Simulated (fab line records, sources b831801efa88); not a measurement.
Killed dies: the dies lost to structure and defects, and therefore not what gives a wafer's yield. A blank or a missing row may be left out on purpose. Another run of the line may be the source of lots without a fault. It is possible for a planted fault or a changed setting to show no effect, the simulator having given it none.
A struck lot beside a sound one	flow sky130	44 steps out of a route of 708
Sound: wafers L924.2, L924.3, L924.5. Struck: wafer L937.1. (L937.3, L937.5 of the same lot were not struck and are left out.) The cause comes at the end.
Per side, at each step with rows, come the tool, then ch with its chambers, and then its first start. Under that, the readings that differ: sound wafers	struck wafers	difference of the means	sigmas: that difference in standard deviations of wafers without a fault.
alike: readings whose means differ by less than 2 such deviations, and words and numbers that are the same on both sides. not compared: withheld readings, readings that some wafer has no value for, bounds like >300 that may hide the same value, and numbers for which the record gives no deviation and whose values overlap.
The two part at a step that has a row with sigmas, a row that says differs or no value, or rows on one side only. When numbers do not overlap yet have no deviation, they are printed without sigmas and do not part them. A reading that every wafer of one side lacks parts them only if that side has two wafers or more.

SKY_VIA2_ETCH_15: etches SiO2 in C4F8/O2/Ar, stops on TiN, target depth 546 nm, time 84 s.
  sound on rie_diel-01 ch 0,1,2, day 36 14:57; struck on rie_diel-01 ch 2, day 40 23:35
  alike: oes_product_au
  not compared: rf_hours_counter_h
then, 6 steps without rows for these wafers: SKY_VIA2_STRIP_16 (strips in O2/N2); SKY_VIA2_STRIP_17 (strips in post etch residue remover, time 1200 s); SKY_VIA2_CLEAN_18 (cleans in IPA, time 180 s); SKY_VIA2_CLEAN_19 (cleans in O3/DIW); SKY_VIA2_SPUTTER_20 (material TiN, target thk 20 nm, time 80 s); SKY_VIA2_CVD_21 (deposits W, target thk 420 nm, time 126.4 s).
SKY_VIA2_RS_MEAS_22: measurement is done with a four-point probe.
  sound on film_metro-03, day 36 15:49; struck on film_metro-01, day 41 00:26
reading	sound	struck	difference	sigmas
VIA2_W_RS (ohm/sq)	0.268 0.271 0.271	0.280	+0.010	+3
SKY_VIA2_THK_MEAS_23: measures by xrf.
  sound on film_metro-03, day 36 15:55; struck on film_metro-01, day 41 00:33
reading	sound	struck	difference	sigmas
VIA2_W_THK (nm)	420 419 420	403	-17	-3
then, 1 step without rows for these wafers: SKY_VIA2_CMP_24 (polishes, stops on SiO2, t overpolish 20 s, target thk 0 nm).
SKY_METAL3_SPUTTER_00: material Ti, target thk 15 nm, time 10 s.
  sound on pvd_sputter-03, day 36 16:16; struck on pvd_sputter-03, day 41 00:55
  alike: throttle_valve_pct
SKY_METAL3_SPUTTER_01: material TiN, target thk 20 nm, time 16.7 s.
  sound on pvd_sputter-03, day 36 16:17; struck on pvd_sputter-03, day 41 00:56
  alike: throttle_valve_pct
SKY_METAL3_SPUTTER_02: material AlCu, target thk 735 nm, time 39.1 s.
  sound on pvd_sputter-03, day 36 16:19; struck on pvd_sputter-03, day 41 00:58
reading	sound	struck	difference	sigmas
model.AlCu_of_METAL3_SPUTTER_02.thk_nm (nm)	737.4 747.5 740.9	1162	+420	
  alike: throttle_valve_pct
then, 1 step without rows for these wafers: SKY_METAL3_SPUTTER_03 (material Ti, target thk 5 nm, time 3.3 s).
SKY_METAL3_SPUTTER_04: material TiN, target thk 70 nm, time 58.3 s.
  sound on pvd_sputter-03, day 36 16:23; struck on pvd_sputter-03, day 41 01:01
  alike: throttle_valve_pct
SKY_CAPM_CVD_00: deposits SiO2, target thk 15.5 nm.
  sound on pecvd-02 ch 0,1, day 36 16:26; struck on pecvd-04 ch 2, day 41 01:04
  alike: heater_power_w
SKY_CAPM_THK_MEAS_01:
  sound on film_metro-04, day 36 16:28; struck on film_metro-04, day 41 01:05
  alike: CAPM_CVD_00_THK
then, 1 step without rows for these wafers: SKY_CAPM_SPUTTER_02 (material TiN, target thk 200 nm, time 166.7 s).
SKY_CAPM_RS_MEAS_03: measurement is done with a four-point probe.
  sound on film_metro-01, day 36 16:38; struck on film_metro-01, day 41 01:16
  alike: CAPM_TIN_RS
SKY_CAPM_THK_MEAS_04: measures by xrf.
  sound on film_metro-01, day 36 16:45; struck on film_metro-01, day 41 01:23
  alike: CAPM_TIN_THK
then, 7 steps without rows for these wafers: SKY_CAPM_DEHYDRATE_05 (time 60 s); SKY_CAPM_HMDS_06 (prime time 60 s); SKY_CAPM_COAT_07 (resist thk 1140 nm); SKY_CAPM_SOFTBAKE_08 (time 60 s); SKY_CAPM_EXPOSE_09 (exposes mask CAPM, target cd 1000 nm); SKY_CAPM_PEB_10; SKY_CAPM_DEVELOP_11 (develop time 60 s).
SKY_CAPM_OVL_MEAS_12:
  sound on overlay-02, day 37 17:54; struck on overlay-01, day 42 01:18
  alike: CAPM_OVL
then, 13 steps without rows for these wafers: SKY_CAPM_METAL_ETCH_13 (etches TiN in Cl2/BCl3, stops on SiO2, target depth 220 nm, time 62.9 s); SKY_CAPM_STRIP_14 (strips in O2/N2); SKY_CAPM_STRIP_15 (strips in post etch residue remover, time 1200 s); SKY_CAPM_CLEAN_16 (cleans in IPA, time 180 s); SKY_CAPM_CLEAN_17 (cleans in O3/DIW); SKY_METAL3_DEHYDRATE_05 (time 60 s); SKY_METAL3_HMDS_06 (prime time 60 s); SKY_METAL3_COAT_07 (resist thk 60 nm); SKY_METAL3_COAT_08 (resist thk 1140 nm); SKY_METAL3_SOFTBAKE_09 (time 90 s); SKY_METAL3_EXPOSE_10 (exposes mask MM3, target cd 300 nm); SKY_METAL3_PEB_11; SKY_METAL3_DEVELOP_12 (develop time 60 s).
SKY_METAL3_CD_MEAS_13 targets a cd of 300 nm.
  sound on cd_sem-01, day 38 19:40; struck on cd_sem-02, day 43 01:42
  alike: cd_nm
SKY_METAL3_METAL_ETCH_18: etches the open film in Cl2/BCl3, stops on SiO2, target depth 845 nm, time 183.1 s.
  sound on rie_metal-01 ch 0,1, day 38 19:57; struck on rie_metal-03 ch 0, day 43 02:00
reading	sound	struck	difference	sigmas
oes_product_au (a.u.)	0.867 0.871 0.866	0.992	+0.124	+22
  alike: bcl3_flow_sccm, drypump_motor_current_A, throttle_valve_pct
  not compared: rf_hours_counter_h
-- the record jumps here: 6 days lie between the struck wafers' starts before and after (it left off in module METAL3 and takes up again in module PAD_OPEN, whose first step shown is number 708 of the route) --
SKY_PAD_OPEN_PROBE_99:
  sound on prober-02, day 46 00:18; struck on prober-02, day 49 11:37
reading	sound	struck	difference	sigmas
defect_limited_yield (%)	82.9 76.8 82.1	0	-81	-42
killed_at_M0_to_M3	44 66 42	459	+408	+56
killed_at_contacts	25 27 27	16	-10	-2
killed_dies	84 114 88	492	+397	+42
killed_on_rim	14 15 8	96	+84	+19
sort_bin_5_function (%)	10.0 16.1 10.0	93.1	+81.1	+54
sort_n_pass	408 378 404	0	-397	-42
sort_yield_pct (%)	82.9 76.8 82.1	0	-81	-42
  alike: killed_at_M4_up, killed_at_front_end, killed_at_other, killed_open, killed_short, sort_bin_3_pad_short, sort_bin_6_memory

## WHERE THEY PART
At SKY_VIA2_RS_MEAS_22 first; at SKY_PAD_OPEN_PROBE_99 last (within this record only).

WHY: whatever the simulator had introduced
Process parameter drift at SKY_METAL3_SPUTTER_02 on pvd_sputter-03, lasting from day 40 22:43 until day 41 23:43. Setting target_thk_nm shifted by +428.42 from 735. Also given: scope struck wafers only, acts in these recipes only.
